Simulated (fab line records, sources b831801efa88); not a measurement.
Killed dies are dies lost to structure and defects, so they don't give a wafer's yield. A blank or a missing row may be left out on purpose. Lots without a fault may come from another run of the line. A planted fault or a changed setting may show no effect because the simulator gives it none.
Problem report in the 8D (eight disciplines) form, filled by code | flow gf180mcu | the parts of the form that need people (team, actions taken, sign-off) are left out

1. THE PROBLEM
developer_temp_C at GF_VT_IMPLANT_DEVELOP_28 reads a mean of 20.65 C on 6 wafers of 2 lots; wafers without a fault read 22.99 C with a standard deviation of 0.099. That is -24 standard deviations from the usual mean.
The step: develop time 60 s.
First seen on wafer L646.3, day 11 04:28, on litho_track-03. The record holds 39 wafers of 13 lots with a number at this step. Rule for "out", or "out of limits": more than 4 standard deviations from the usual mean. The other wafers with a number count as sound.

2. WHAT IT IS AND WHAT IT IS NOT
question                    | is                     | is not
which readings at this step | developer_temp_C       | -
which lots                  | L646, L647             | L632, L633, L634, L635, L636, L638, L648, L649, L650, L652, L653
which wafers of those lots  | all that have a number | -
read on which tools         | litho_track-03         | litho_track-01, litho_track-04
when                        | from day 11 04:28      | up to then (18 sound wafers); but 15 sound wafers of L648, L649, L650, L652, L653 came after

3. SUSPECTS, AND WHAT RULES EACH OUT
Counting: a tool at a process step up to the reading stays a suspect if it ran every lot that is out and no sound lot after the first of them.
- litho_track-03 at GF_VT_IMPLANT_DEVELOP_28 (develop time 60 s): kept. It ran every lot that is out, first L646 (day 11 04:28), and no sound lot after that; its last sound lot up to then is L636 (day 8 13:46). Its own readings are out on those wafers: developer_temp_C.
Left after counting: litho_track-03 at GF_VT_IMPLANT_DEVELOP_28.

4. THE CAUSE (what the simulator had put in)
Process parameter drift: litho_track-03, from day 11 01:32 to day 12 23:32, at GF_VT_IMPLANT_DEVELOP_28. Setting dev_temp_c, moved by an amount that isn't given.
Counting left only this tool.

5. THE CHAIN OF EFFECTS, in route order
Each row: a reading whose mean over the struck wafers that have a number lies more than 3 standard deviations from the usual. Only readings for which the record gives a usual standard deviation are gone through. hours: the time from each lot's start at the first step in this table that gives one to its start at this step, as a median over the lots. sigmas: the change in usual standard deviations.
hours | step                     | reading          | usual   | on struck wafers | change | sigmas
0     | GF_VT_IMPLANT_DEVELOP_28 | developer_temp_C | 22.99 C | 20.65            | -2.34  | -24
The process steps in it:
- GF_VT_IMPLANT_DEVELOP_28: develop time 60 s.
Later measuring or inspecting steps at which every struck wafer that the step has a row for has a number for every such reading, and none has moved that far: GF_HV_LDD_OVL_MEAS_20.

6. WHAT WOULD HAVE CAUGHT IT SOONER
In this record the first reading out of limits was taken at day 11 04:28, 3 hours after the fault began at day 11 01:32.
